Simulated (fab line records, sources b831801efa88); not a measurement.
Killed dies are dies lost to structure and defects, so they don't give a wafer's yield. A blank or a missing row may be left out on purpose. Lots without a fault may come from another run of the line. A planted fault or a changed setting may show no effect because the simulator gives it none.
fab line records | flow gf180mcu
record lots=5 wafers=15 last_day=34
route steps=602 shown NWELL@52 LVPWELL@54 MVSD@66 MVPSD@78
lots that met no fault: from a run of the same line without faults
start_h: hours from the record's first day to the start of the lot's first wafer shown | wait_h: hours since the lot's step before | " the same as in the row above | L1.1+2: a row that stands for several wafers | - no value, or no start given | * or withheld: withheld | < > ~ a bound
route shown NAME@n: a module of which the file shows steps, and the number in the route of the first | usual: mean/standard deviation of fault-free wafers | same: alike in all rows | chamber/n: place in a boat | sites: the reading at each site | _std_site: their standard deviation | _edge_site: outer sites' mean less inner sites' | radius_mm: how far each site lies from the wafer's centre | mask NAME#n: copy n | behind: the tool/chamber that last shaped the wafer | hold: why the lot was held/for how many hours/how that ended | device: the transistor (n, p or np) that didn't switch | end of line: the same wafers' tests at the end of the route | a step without rows: its recipe alone | killed: dies lost to structure and defects at the first sort, not the wafer's yield | map: a wafer's dies, x killed, . not, _ none there
set.NAME: the setting as run; set.NAME@STEP: as run at that earlier step | model.NAME: the simulator's own value behind a step, which no gauge read
lots at some steps of the route; a table a step, a row a wafer
services: from which hour (start_h, from the record's first day; less than 0 if before it) a tool's chamber was out of use, for how many hours, and why
## steps
# step GF_NWELL_STRIP_10
# recipe chemistry=O2/N2 power_w=1400 pressure_mtorr=1500 platen_temp_c=250 o2_flow_sccm=3000 n2_flow_sccm=300 overash_fraction=0.5
# usual drypump_motor_current_A=6.0/0.53 heater_power_w=330/32 oes_product_au=0.722/0.0047 strip_time_to_endpoint_s=36.93/0.098
# columns lot.wafer tool chamber start_h wait_h drypump_motor_current_A heater_power_w oes_product_au rf_hours_counter_h strip_time_to_endpoint_s
L211.2 plasma_asher-02 0 70.88 0.1 5.3 328 0.719 39 37.00
L211.4 " 0 " " 5.3 338 0.729 - 36.99
L211.6 " 1 " " 6.6 312 0.725 - 37.04
L218.1 plasma_asher-02 0 104.51 0.1 5.3 337 0.718 43 37.10
L218.4 " 0 " " 5.3 331 0.715 - 37.02
L218.6 " 1 " " 6.6 308 0.719 - 37.12
L224.3 plasma_asher-01 0 137.06 0.1 6.0 286 0.730 - 37.07
L224.4 " 1 " " 5.6 381 0.720 - 37.04
L224.6 " 1 " " 5.6 371 0.725 - 37.10
L231.2 plasma_asher-02 0 172.66 0.1 5.3 334 0.729 51 36.69
L231.3 " 1 " " 6.6 311 0.718 - 36.72
L231.4 " 0 " " 5.3 332 0.723 - 36.81
L233.1 plasma_asher-02 1 179.69 0.1 6.6 295 0.721 51 36.79
L233.4 " 1 " " 6.6 303 0.723 - 36.69
L233.5 " 1 " " 6.6 304 0.732 - 36.73
# step GF_NWELL_TW_MEAS_11
# usual NWELL_TW=1567/10
# columns lot.wafer tool chamber start_h wait_h NWELL_TW
L211.2 film_metro-01 - 70.99 0.1 1569
L211.4 " - " " 1566
L211.6 " - " " 1566
L218.1 film_metro-01 - 104.61 0.1 1569
L218.4 " - " " 1581
L218.6 " - " " 1569
L224.3 film_metro-01 - 137.15 0.1 1556
L224.4 " - " " 1567
L224.6 " - " " 1566
L231.2 film_metro-01 - 172.79 0.1 1548
L231.3 " - " " 1556
L231.4 " - " " 1561
L233.1 film_metro-03 - 179.79 0.1 1560
L233.4 " - " " 1559
L233.5 " - " " 1561
# step GF_LVPWELL_DEHYDRATE_00
# recipe temp_c=200 time_s=60
# step GF_LVPWELL_HMDS_01
# recipe prime_time_s=60 prime_temp_c=120
# step GF_LVPWELL_COAT_02
# recipe spin_rpm=2000 resist_thk_nm=3000
# step GF_LVPWELL_SOFTBAKE_03
# recipe temp_c=110 time_s=withheld
# step GF_LVPWELL_EXPOSE_04
# recipe mask_id=LVPWELL target_cd_nm=600 na=0.6 source_shape=conventional sigma_outer=0.6 dose_mj=260
# step GF_LVPWELL_PEB_05
# recipe temp_c=115 time_s=withheld
# step GF_LVPWELL_DEVELOP_06
# recipe wall_angle_deg=90 develop_time_s=60 dev_temp_c=23
# step GF_LVPWELL_OVL_MEAS_07
# usual LVPWELL_OVL=1.3/1.5
# columns lot.wafer tool chamber start_h wait_h LVPWELL_OVL[nm]
L211.2 overlay-02 - 83.37 - 3.2
L211.4 " - " " 0.6
L211.6 " - " " 0.7
L218.1 overlay-01 - 118.80 - 0.3
L218.4 " - " " 1.8
L218.6 " - " " 0.1
L224.3 overlay-01 - 151.91 - 1.7
L224.4 " - " " 4.3
L224.6 " - " " 5.9
L231.2 overlay-02 - 189.56 - 1.3
L231.3 " - " " 2.9
L231.4 " - " " 3.1
L233.1 overlay-01 - 196.34 - 2.1
L233.4 " - " " 1.6
L233.5 " - " " 4.5
# step GF_LVPWELL_IMPLANT_08
# recipe species=B energy_kev=170 dose_cm2=1.5e+13 tilt_deg=0
# step GF_LVPWELL_IMPLANT_09
# recipe species=B energy_kev=60 dose_cm2=5e+12 tilt_deg=0
# step GF_LVPWELL_STRIP_10
# recipe chemistry=O2/N2 power_w=1400 pressure_mtorr=1500 platen_temp_c=250 o2_flow_sccm=3000 n2_flow_sccm=300 overash_fraction=0.5
# usual drypump_motor_current_A=5.8/0.58 heater_power_w=331/24 oes_product_au=0.723/0.0043 strip_time_to_endpoint_s=36.96/0.093
# columns lot.wafer tool chamber start_h wait_h drypump_motor_current_A heater_power_w oes_product_au rf_hours_counter_h strip_time_to_endpoint_s model.coat_of_LVPWELL_COAT_02.thk_nm
L211.2 plasma_asher-04 1 83.70 0.1 5.6 303 0.722 41 36.94 0
L211.4 " 1 " " 5.6 304 0.723 - 36.96 0
L211.6 " 1 " " 5.6 302 0.718 - 36.95 0
L218.1 plasma_asher-02 0 121.20 0.1 5.3 334 0.936 45 - 1255
L218.4 " 1 " " 6.6 304 0.950 - - 1254
L218.6 " 1 " " 6.6 305 0.944 - - 1257
L224.3 plasma_asher-04 0 152.26 0.1 5.2 323 0.727 - 36.97 0
L224.4 " 1 " " 5.6 297 0.717 - 36.89 0
L224.6 " 0 " " 5.2 324 0.725 - 36.87 0
L231.2 plasma_asher-02 0 189.89 0.1 5.3 344 0.721 52 36.92 0
L231.3 " 0 " " 5.3 336 0.724 - 36.85 0
L231.4 " 1 " " 6.6 298 0.718 - 36.94 0
L233.1 plasma_asher-04 0 196.68 0.1 5.2 320 0.723 8 36.98 0
L233.4 " 0 " " 5.2 318 0.725 - 36.88 0
L233.5 " 1 " " 5.6 312 0.726 - 36.93 0
# step GF_LVPWELL_TW_MEAS_11
# usual LVPWELL_TW=557/3.4
# columns lot.wafer tool chamber start_h wait_h LVPWELL_TW
L211.2 film_metro-02 - 83.81 0.1 561
L211.4 " - " " 564
L211.6 " - " " 561
L218.1 film_metro-01 - 121.30 0.1 556
L218.4 " - " " 556
L218.6 " - " " 554
L224.3 film_metro-01 - 152.35 0.1 550
L224.4 " - " " 549
L224.6 " - " " 548
L231.2 film_metro-02 - 190.05 0.1 559
L231.3 " - " " 560
L231.4 " - " " 558
L233.1 film_metro-01 - 196.78 0.1 556
L233.4 " - " " 557
L233.5 " - " " 553
# step GF_MVSD_DEHYDRATE_00
# recipe temp_c=200 time_s=60
# step GF_MVSD_HMDS_01
# recipe prime_time_s=60 prime_temp_c=120
# step GF_MVSD_COAT_02
# recipe spin_rpm=2000 resist_thk_nm=3000
# step GF_MVSD_SOFTBAKE_03
# recipe temp_c=110 time_s=withheld
# step GF_MVSD_EXPOSE_04
# recipe mask_id=MVSD target_cd_nm=1000 na=0.6 source_shape=conventional sigma_outer=0.6 dose_mj=260
# step GF_MVSD_PEB_05
# recipe temp_c=115 time_s=withheld
# step GF_MVSD_DEVELOP_06
# recipe wall_angle_deg=90 develop_time_s=60 dev_temp_c=23
# step GF_MVSD_OVL_MEAS_07
# usual MVSD_OVL=0.3/1.4
# columns lot.wafer tool chamber start_h wait_h MVSD_OVL[nm]
L211.2 overlay-02 - 97.85 - 0.7
L211.4 " - " " -0.2
L211.6 " - " " -0.1
L218.1 overlay-01 - 136.18 - 0.9
L218.4 " - " " 2.4
L218.6 " - " " -0.4
L224.3 overlay-02 - 168.04 - 2.3
L224.4 " - " " 3.9
L224.6 " - " " 0.4
L231.2 overlay-01 - 207.25 - 0.2
L231.3 " - " " -0.4
L231.4 " - " " 1.4
L233.1 overlay-02 - 214.62 - -0.7
L233.4 " - " " -1.2
L233.5 " - " " -2.8
# step GF_MVSD_IMPLANT_08
# recipe species=P energy_kev=400 dose_cm2=1.6e+13 tilt_deg=0
# step GF_MVSD_IMPLANT_09
# recipe species=P energy_kev=100 dose_cm2=5e+12 tilt_deg=0
# step GF_MVSD_STRIP_10
# recipe chemistry=O2/N2 power_w=1400 pressure_mtorr=1500 platen_temp_c=250 o2_flow_sccm=3000 n2_flow_sccm=300 overash_fraction=0.5
# usual drypump_motor_current_A=5.8/0.48 heater_power_w=324/32 oes_product_au=0.723/0.0049 strip_time_to_endpoint_s=36.97/0.11
# columns lot.wafer tool chamber start_h wait_h drypump_motor_current_A heater_power_w oes_product_au rf_hours_counter_h strip_time_to_endpoint_s
L211.2 plasma_asher-04 1 98.18 0.1 5.6 295 0.733 43 37.00
L211.4 " 0 " " 5.3 336 0.725 - 37.13
L211.6 " 1 " " 5.5 304 0.714 - 37.14
L218.1 plasma_asher-01 1 136.51 0.1 5.6 376 0.725 52 55.31
L218.4 " 0 " " 6.0 287 0.726 - 55.22
L218.6 " 1 " " 5.6 380 0.735 - 55.37
L224.3 plasma_asher-04 0 168.39 0.1 5.2 325 0.716 - 36.93
L224.4 " 1 " " 5.6 305 0.727 - 36.93
L224.6 " 1 " " 5.5 309 0.721 - 36.91
L231.2 plasma_asher-04 0 207.58 0.1 5.2 324 0.725 9 36.95
L231.3 " 1 " " 5.5 301 0.722 - 37.12
L231.4 " 0 " " 5.2 316 0.724 - 37.10
L233.1 plasma_asher-01 1 214.95 0.1 5.6 389 0.714 60 37.04
L233.4 " 0 " " 6.0 290 0.716 - 36.94
L233.5 " 1 " " 5.6 380 0.720 - 37.03
# step GF_MVSD_TW_MEAS_11
# usual MVSD_TW=1575/9
# columns lot.wafer tool chamber start_h wait_h MVSD_TW
L211.2 film_metro-03 - 98.29 0.1 1564
L211.4 " - " " 1569
L211.6 " - " " 1565
L218.1 film_metro-03 - 136.61 0.1 30
L218.4 " - " " 30
L218.6 " - " " 30
L224.3 film_metro-01 - 168.48 0.1 1566
L224.4 " - " " 1559
L224.6 " - " " 1566
L231.2 film_metro-01 - 207.69 0.1 1573
L231.3 " - " " 1574
L231.4 " - " " 1570
L233.1 film_metro-02 - 215.05 0.1 1595
L233.4 " - " " 1592
L233.5 " - " " 1597
# step GF_MVPSD_DEHYDRATE_00
# recipe temp_c=200 time_s=60
## services
# columns tool chamber start_h hours kind
plasma_asher-04 - 47.75 13.1 repair
plasma_asher-04 - 69.19 1.9 repair
plasma_asher-01 - 75.73 10.5 pm
plasma_asher-04 - 108.75 9.0 pm
plasma_asher-04 0 108.75 9.0 vent_cycle
plasma_asher-04 1 108.75 9.0 vent_cycle
plasma_asher-04 0 117.75 - clean
plasma_asher-04 1 117.75 - clean
plasma_asher-04 - 131.59 2.0 repair
plasma_asher-02 - 164.51 1.8 repair
plasma_asher-01 - 169.55 4.5 repair
## key
first_sign step=GF_LVPWELL_STRIP_10 reading=oes_product_au direction=up sigmas=51 usual=0.723 struck=0.943
effect step=GF_MVSD_STRIP_10 reading=strip_time_to_endpoint_s direction=up sigmas=99+ usual=* struck=*
effect step=GF_MVSD_TW_MEAS_11 reading=MVSD_TW direction=down sigmas=99+ usual=1575 struck=30
model_effect step=GF_LVPWELL_STRIP_10 value=coat_of_LVPWELL_COAT_02.thk_nm without=0 struck=1255
met_at GF_LVPWELL_STRIP_10
struck_wafers L218.1,L218.4,L218.6
sort_left_out L218.1,L218.4,L218.6
tester_left_out L218
fault kind=strip_aborted tool=plasma_asher-02 chamber=- onset_h=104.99 steps=GF_LVPWELL_STRIP_10 offset=0.67105 end_h=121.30
# tester_left_out: of these lots the tester's yield and bins aren't shown, on N5 and GAA mostly nor the transistor test; their killed dies are dies lost to structure and defects alone, not to doping, threshold or leakage, so they don't give the yield
# sort_left_out: the simulated sort isn't trusted on such a fault, so these wafers' sort isn't shown, and their yield isn't known
